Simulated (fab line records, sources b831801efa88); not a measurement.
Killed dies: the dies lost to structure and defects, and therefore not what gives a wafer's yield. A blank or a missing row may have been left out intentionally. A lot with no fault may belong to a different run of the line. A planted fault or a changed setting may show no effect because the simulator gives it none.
Check for tools in common    flow sky130    Sample size 14 lots and 48 wafers

REASON FOR OPENING
SKY_LDD_LDN_TW_MEAS_13, reading LDD_LDN_TW: flagged on 2 of 14 lots. No-fault wafers: 1481, standard deviation 15.
Rule: a lot is flagged when every wafer of it that has a number lies more than 4 standard deviations from that mean, or none has a number. As for the other lots, they are considered sound.

lot   measured      on            LDD_LDN_TW, wafer by wafer     flag
L525  day 23 03:07  filmMetro-04  1485 1485 1487                 
L526  day 23 09:40  filmMetro-04  1481 1482 1481                 
L528  day 23 20:16  filmMetro-04  1483 1486 1481                 
L532  day 25 14:55  filmMetro-04  1485 1489 1492                 
L533  day 25 23:23  filmMetro-04  1486 1484 1490                 
L535  day 26 15:11  filmMetro-04  1494 1475 1483                 
L536  day 26 22:30  filmMetro-03  1340 1341 1346 1339 1347 1339  FLAGGED
L537  day 27 03:53  filmMetro-02  1367 1364 1375 1378 1368 1367  FLAGGED
L538  day 27 16:29  filmMetro-02  1490 1491 1488                 
L544  day 29 22:27  filmMetro-04  1479 1488 1475                 
L545  day 30 02:45  filmMetro-03  1454 1458 1459                 
L546  day 30 21:29  filmMetro-02  1493 1491 1497                 
L547  day 30 22:31  filmMetro-03  1459 1456 1460                 
L548  day 31 17:53  filmMetro-02  1485 1481 1490                 
The numbers of the flagged lots are 1356 on average: -125 against the usual, or -8 standard deviations.

TOOL THAT RAN EACH LOT
The record holds 1 process step before the reading, out of a route of 708 steps. Every cell lists first the tool, next ch and the chambers used by the sampled wafers, and last the start.
lot   flag     SKY_LDD_LDN_IMPLANT_08
L525           implanter-01 ch 0, day 23 02:25
L526           implanter-01 ch 0, day 23 08:59
L528           implanter-04 ch 0, day 23 19:34
L532           implanter-02 ch 0, day 25 14:13
L533           implanter-02 ch 0, day 25 22:42
L535           implanter-01 ch 0, day 26 14:29
L536  FLAGGED  implanter-04, day 26 21:50
L537  FLAGGED  implanter-04, day 27 03:13
L538           implanter-02 ch 0, day 27 15:48
L544           implanter-04 ch 0, day 29 21:47
L545           implanter-02 ch 0, day 30 02:05
L546           implanter-01 ch 0, day 30 20:47
L547           implanter-01 ch 0, day 30 21:49
L548           implanter-01 ch 0, day 31 17:13
What these steps do:
- SKY_LDD_LDN_IMPLANT_08
- SKY_LDD_LDN_TW_MEAS_13

FLAGGED OVER TOTAL, TOOL BY TOOL (the gauges that took the reading come last)
step                    tool          lots run  flagged  share of the flagged lots  sound lots run after its first flagged lot
SKY_LDD_LDN_IMPLANT_08  implanter-01  6         0        none                       -
SKY_LDD_LDN_IMPLANT_08  implanter-02  4         0        none                       -
SKY_LDD_LDN_IMPLANT_08  implanter-04  4         2        all                        1 (L544)
SKY_LDD_LDN_TW_MEAS_13  filmMetro-02  4         1        some                       3 (L538,L546,L548)
SKY_LDD_LDN_TW_MEAS_13  filmMetro-03  3         1        some                       2 (L545,L547)
SKY_LDD_LDN_TW_MEAS_13  filmMetro-04  7         0        none                       -

WHAT IS ALLOWED BY THE TABLE
1 row of the table ran every flagged lot: implanter-04 at SKY_LDD_LDN_IMPLANT_08.
- implanter-04 at SKY_LDD_LDN_IMPLANT_08: 2 of its 4 lots flagged. After the first flagged lot (L544), sound lots still ran on it; a lasting fault on the whole tool would not permit that. On the flagged lots its readings are blank where sound lots have values: beamEnergyKeV, beamOnS, doseIonsCm2, endStationPressureTorr.
Every row of the table either missed a flagged lot or ran a sound lot after the first.

WHAT THE SIMULATOR PUT IN
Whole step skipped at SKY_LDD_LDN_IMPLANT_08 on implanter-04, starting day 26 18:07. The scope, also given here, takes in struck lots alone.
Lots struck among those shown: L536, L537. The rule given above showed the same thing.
